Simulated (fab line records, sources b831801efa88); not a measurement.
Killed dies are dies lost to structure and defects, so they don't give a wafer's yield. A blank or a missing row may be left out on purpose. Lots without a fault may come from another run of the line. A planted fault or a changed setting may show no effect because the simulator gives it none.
Which tool did it? | flow gf180mcu | 14 lots, 42 wafers sampled, at 5 steps of a route of 602

WHAT THE GAUGES READ, wafer by wafer
GF_STI_CD_MEAS_12: target cd 220 nm. Usual: cd_nm 220.4 nm, standard deviation 1.2.
lot  | measured    | on        | cd_nm (nm)        | flag
L737 | day 2 02:18 | cd_sem-01 | 221.3 223.1 222.8 |
L738 | day 2 06:23 | cd_sem-01 | 221.8 220.9 221.2 |
L739 | day 2 13:23 | cd_sem-01 | 219.6 219.3 218.1 |
L740 | day 2 16:52 | cd_sem-02 | 219.8 220.2 219.9 |
L742 | day 3 04:53 | cd_sem-01 | 218.7 220.6 220.0 |
L743 | day 3 08:07 | cd_sem-01 | 221.0 219.2 219.6 |
L749 | day 4 15:22 | cd_sem-02 | 221.1 220.3 221.3 |
L751 | day 5 01:52 | cd_sem-01 | 220.5 219.3 220.9 |
L752 | day 5 05:43 | cd_sem-01 | 220.3 220.0 220.4 |
L753 | day 5 11:34 | cd_sem-02 | 219.7 219.6 219.0 |
L756 | day 6 04:37 | cd_sem-02 | 221.3 221.2 220.8 |
L758 | day 6 14:02 | cd_sem-01 | 219.8 219.6 219.9 |
L759 | day 6 18:16 | cd_sem-02 | 221.5 222.1 221.1 |
L760 | day 7 00:02 | cd_sem-01 | 218.4 220.1 219.8 |

GF_VT_IMPLANT_RS_MEAS_47: measures by four-point-probe. Usual: NWELL_RS 487.7 ohm/sq, standard deviation 1.3.
lot  | measured     | on            | NWELL_RS (ohm/sq) | flag
L737 | day 7 15:56  | film_metro-02 | 485.9 486.6 486.7 |
L738 | day 7 20:24  | film_metro-02 | 487.0 486.1 486.1 |
L739 | day 8 05:05  | film_metro-02 | 485.0 486.2 487.1 |
L740 | day 8 10:41  | film_metro-04 | 472.8 473.6 474.0 | OFF
L742 | day 9 03:16  | film_metro-04 | 474.5 472.7 476.1 | OFF
L743 | day 9 05:34  | film_metro-04 | 474.4 474.7 474.9 | OFF
L749 | day 11 00:44 | film_metro-01 | 487.1 487.4 488.7 |
L751 | day 11 12:49 | film_metro-04 | 487.5 486.8 487.9 |
L752 | day 11 21:42 | film_metro-04 | 487.0 487.6 486.7 |
L753 | day 12 03:38 | film_metro-02 | 487.0 487.4 486.4 |
L756 | day 12 23:36 | film_metro-04 | 489.0 489.3 489.0 |
L758 | day 13 12:51 | film_metro-04 | 487.0 487.8 487.1 |
L759 | day 13 16:46 | film_metro-02 | 488.9 486.9 486.8 |
L760 | day 13 23:40 | film_metro-04 | 488.7 490.9 488.4 |

GF_HV_LDD_OVL_MEAS_47. Usual: HV_LDD_03_OVL 0.8 nm, standard deviation 1.3.
lot  | measured     | on         | HV_LDD_03_OVL (nm) | flag
L737 | day 12 12:07 | overlay-01 | 1.9 1.3 1.0        |
L738 | day 12 15:02 | overlay-01 | -0.8 -0.3 0.3      |
L739 | day 13 01:31 | overlay-01 | -0.4 1.3 1.8       |
L740 | day 13 07:35 | overlay-02 | 2.5 0.9 1.4        |
L742 | day 14 11:46 | overlay-02 | 0.3 0.5 3.4        |
L743 | day 14 10:22 | overlay-02 | 1.6 2.6 2.2        |
L749 | day 16 15:06 | overlay-01 | 1.0 0.1 1.2        |
L751 | day 17 04:51 | overlay-01 | 0.0 -1.6 -2.3      |
L752 | day 17 18:47 | overlay-01 | 1.3 1.7 2.6        |
L753 | day 18 03:32 | overlay-02 | 1.1 1.7 1.9        |
L756 | day 19 05:46 | overlay-02 | 0.5 -0.1 0.3       |
L758 | day 19 14:43 | overlay-02 | -0.3 1.9 -0.7      |
L759 | day 20 01:50 | overlay-02 | -0.3 1.8 -0.7      |
L760 | day 20 08:04 | overlay-02 | 0.2 0.2 -1.0       |

WHICH TOOL RAN EACH LOT (tool, then ch and the chambers of the sampled wafers, then the start)
lot  | GF_NWELL_IMPLANT_09            | GF_VT_IMPLANT_RTA_45
L737 | implanter-02 ch 0, day 3 08:58 | rtp_anneal-01 ch 0, day 7 15:43
L738 | implanter-02 ch 0, day 3 13:04 | rtp_anneal-01 ch 0, day 7 20:11
L739 | implanter-04 ch 0, day 3 20:40 | rtp_anneal-01 ch 0, day 8 04:50
L740 | implanter-02 ch 0, day 4 00:37 | rtp_anneal-02 ch 0, day 8 10:28
L742 | implanter-02 ch 0, day 4 12:28 | rtp_anneal-02 ch 0, day 9 03:03
L743 | implanter-02 ch 0, day 4 15:20 | rtp_anneal-01 ch 0, day 9 05:21
L749 | implanter-03 ch 0, day 6 00:20 | rtp_anneal-02 ch 0, day 11 00:31
L751 | implanter-03 ch 0, day 6 13:08 | rtp_anneal-01 ch 0, day 11 12:35
L752 | implanter-04 ch 0, day 6 19:23 | rtp_anneal-02 ch 0, day 11 21:29
L753 | implanter-03 ch 0, day 6 23:36 | rtp_anneal-02 ch 0, day 12 03:25
L756 | implanter-03 ch 0, day 7 16:51 | rtp_anneal-01 ch 0, day 12 23:23
L758 | implanter-04 ch 0, day 8 02:58 | rtp_anneal-01 ch 0, day 13 12:38
L759 | implanter-02 ch 0, day 8 08:22 | rtp_anneal-02 ch 0, day 13 16:32
L760 | implanter-02 ch 0, day 8 13:05 | rtp_anneal-01 ch 0, day 13 23:26
- GF_NWELL_IMPLANT_09
- GF_VT_IMPLANT_RTA_45: time 30 s.

WHAT THE TOOLS THEMSELVES READ (means of the sampled wafers that have a number; where no wafer has one, the mark that the record gives instead)
GF_NWELL_IMPLANT_09. Usual: dose_ions_cm2 4e+12, standard deviation 4.2e+09; faraday_current_uA 22.6, standard deviation 0.47.
lot  | tool         | dose_ions_cm2 | faraday_current_uA | flag
L737 | implanter-02 | 4e+12         | 22.7               |
L738 | implanter-02 | 4e+12         | 22.9               |
L739 | implanter-04 | 4e+12         | 22.7               |
L740 | implanter-02 | 5e+12         | 26.9               | OFF
L742 | implanter-02 | 5e+12         | 27.4               | OFF
L743 | implanter-02 | 5e+12         | 27.3               | OFF
L749 | implanter-03 | 4e+12         | 22.6               |
L751 | implanter-03 | 4e+12         | 22.5               |
L752 | implanter-04 | 4e+12         | 22.7               |
L753 | implanter-03 | 4e+12         | 22.8               |
L756 | implanter-03 | 4e+12         | 22.3               |
L758 | implanter-04 | 4e+12         | 22.3               |
L759 | implanter-02 | 4e+12         | 22.5               |
L760 | implanter-02 | 4e+12         | 22.2               |

GF_VT_IMPLANT_RTA_45. Usual: lamp_power_pct 37.2 %, standard deviation 2.2; wafer_temp_C_max 1056.4, standard deviation 1.8.
lot  | tool          | lamp_power_pct (%) | wafer_temp_C_max | flag
L737 | rtp_anneal-01 | 35.0               | 1054.6           |
L738 | rtp_anneal-01 | 35.0               | 1054.3           |
L739 | rtp_anneal-01 | 34.9               | 1054.8           |
L740 | rtp_anneal-02 | 39.4               | 1058.5           |
L742 | rtp_anneal-02 | 39.4               | 1059.2           |
L743 | rtp_anneal-01 | 34.9               | 1054.5           |
L749 | rtp_anneal-02 | 39.4               | 1059.2           |
L751 | rtp_anneal-01 | 35.0               | 1055.7           |
L752 | rtp_anneal-02 | 39.4               | 1058.2           |
L753 | rtp_anneal-02 | 39.4               | 1058.4           |
L756 | rtp_anneal-01 | 34.9               | 1055.0           |
L758 | rtp_anneal-01 | 34.9               | 1055.7           |
L759 | rtp_anneal-02 | 39.3               | 1057.9           |
L760 | rtp_anneal-01 | 34.9               | 1056.0           |

THE ANSWER, worked out from the rows above alone
Rule: a lot is off if the mean of its wafers that have a number lies more than 3 standard deviations from the usual mean. A lot without any number at a reading at which 4 lots or more have one is off too. The other lots that the step has rows for count as sound. The gauges are gone through in route order, then the tools' own readings, and for those a lot's mean is taken as printed above. The first step at which some lot is off is used, and at that step the reading that is off furthest; a lot without a number counts as furthest.
Off: L740, L742, L743, at GF_VT_IMPLANT_RS_MEAS_47 (NWELL_RS).
A tool fits if, at a process step before that reading, it ran every lot that is off, and no sound lot after the first of them. The gauges at GF_VT_IMPLANT_RS_MEAS_47 aren't tried: what is off there is off at GF_NWELL_IMPLANT_09 too, on other tools, and a gauge's error can't cause that. None of those tried fits.

WHAT THE SIMULATOR HAD PUT IN
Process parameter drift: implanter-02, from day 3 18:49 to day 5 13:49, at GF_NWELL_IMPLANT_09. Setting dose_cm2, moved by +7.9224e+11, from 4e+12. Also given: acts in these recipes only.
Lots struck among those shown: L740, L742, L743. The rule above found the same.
